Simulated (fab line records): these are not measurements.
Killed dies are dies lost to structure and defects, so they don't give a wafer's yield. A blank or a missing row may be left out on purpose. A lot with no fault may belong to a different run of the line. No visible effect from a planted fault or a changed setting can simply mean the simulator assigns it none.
A lot that was struck, set against a sound lot | flow sky130 | 16 steps out of a route of 708
Sound: wafers L450.1, L450.2, L450.6. Struck: wafer L458.4. (L458.3 of the same lot was not struck and is left out.) The cause comes at the end.
Each step with rows lists, per side, the tool, then ch with its chambers, then its first start. Under that, the readings that differ: sound wafers | struck wafers | difference of the means | sigmas: that difference in standard deviations of wafers without a fault.
alike: words and numbers the same on both sides, and readings whose means are apart by under 2 such deviations; not compared: readings that were withheld, readings missing a value for some wafer, numbers with overlapping values and no deviation given by the record, and bounds like >300 which may hide the same value.
Wherever a step has rows on one side only, a row that says differs or no value, or a row with sigmas, the two part there. Numbers that don't overlap but have no deviation are shown without sigmas and don't part them. Lack of a reading on every wafer of one side parts them only where that side has two or more wafers.

SKY_VIA3_CMP_02: polishes SiO2.
  sound on cmp-02 ch 2,3, day 42 08:17; struck on cmp-01 ch 2, day 44 07:30
  alike: motorCurrentA
SKY_VIA3_BOW_MEAS_03:
  sound on filmMetro-01, day 42 08:32; struck on filmMetro-03, day 44 07:50
  alike: VIA3_BOW
then, 8 steps without rows for these wafers: SKY_VIA3_DEHYDRATE_04 (time 60 s); SKY_VIA3_HMDS_05 (prime time 60 s); SKY_VIA3_COAT_06 (resist thk 60 nm); SKY_VIA3_COAT_07 (resist thk 450 nm); SKY_VIA3_SOFTBAKE_08 (time 90 s); SKY_VIA3_EXPOSE_09 (exposes mask VIM3, target cd 200 nm); SKY_VIA3_PEB_10; SKY_VIA3_DEVELOP_11 (develop time 60 s).
SKY_VIA3_CD_MEAS_12: the cd target is 200 nm.
  sound on cdSem-01, day 43 07:22; struck on cdSem-01, day 45 06:12
  alike: cdNm
SKY_VIA3_OVL_MEAS_13:
  sound on overlay-02, day 43 07:29; struck on overlay-01, day 45 06:18
reading       | sound    | struck | difference | sigmas
VIA3_OVL (nm) | 14 13 14 | -1     | -15        | -2
SKY_VIA3_ETCH_14: etches BARC in N2/H2, stops on SiO2, time 45.9 s, target depth 60 nm.
  sound on rieDiel-03 ch 1,3, day 43 07:31; struck on rieDiel-04 ch 1, day 45 06:19
reading                                    | sound             | struck | difference | sigmas
oesProductAu (a.u.)                        | 0.845 0.857 0.865 | 0.949  | +0.093     | +20
runLengthS (s)                             | 74.3 73.5 73.6    | 68.9   | -4.9       | -11
model.KrF-thick_of_VIA3_COAT_07.thkNm (nm) | 389.5 391.9 390.6 | 398.5  | +7.8       | 
  alike: drypumpMotorCurrentA, h2FlowSccm, n2FlowSccm, throttleValvePct
  not compared: rfHoursCounterH
SKY_VIA3_ETCH_15: etches SiO2 in C4F8/O2/Ar, stops on TiN, target depth 507 nm, time 78 s.
  sound on rieDiel-03 ch 1,3, day 43 07:34; struck on rieDiel-04 ch 1, day 45 06:22
reading                                    | sound           | struck | difference | sigmas
model.KrF-thick_of_VIA3_COAT_07.thkNm (nm) | 286.2 290.3 289 | 297    | +8         | 
  alike: oesProductAu, runLengthS
  not compared: rfHoursCounterH
SKY_VIA3_STRIP_16: strips in O2/N2.
  sound on plasmaAsher-01 ch 0,1, day 43 07:37; struck on plasmaAsher-01 ch 1, day 45 06:28
reading                  | sound             | struck | difference | sigmas
stripTimeToEndpointS (s) | 4.082 4.124 4.085 | 4.208  | +0.111     | +4
  alike: drypumpMotorCurrentA, n2FlowSccm, oesProductAu
  not compared: rfHoursCounterH
following that, these wafers have no rows for 1 step: SKY_PAD_OPEN_PROBE_99.

== WHERE THEY PART ==
At SKY_VIA3_OVL_MEAS_13 first; at SKY_VIA3_STRIP_16 last (within this record only).

WHY: what the simulator had put in
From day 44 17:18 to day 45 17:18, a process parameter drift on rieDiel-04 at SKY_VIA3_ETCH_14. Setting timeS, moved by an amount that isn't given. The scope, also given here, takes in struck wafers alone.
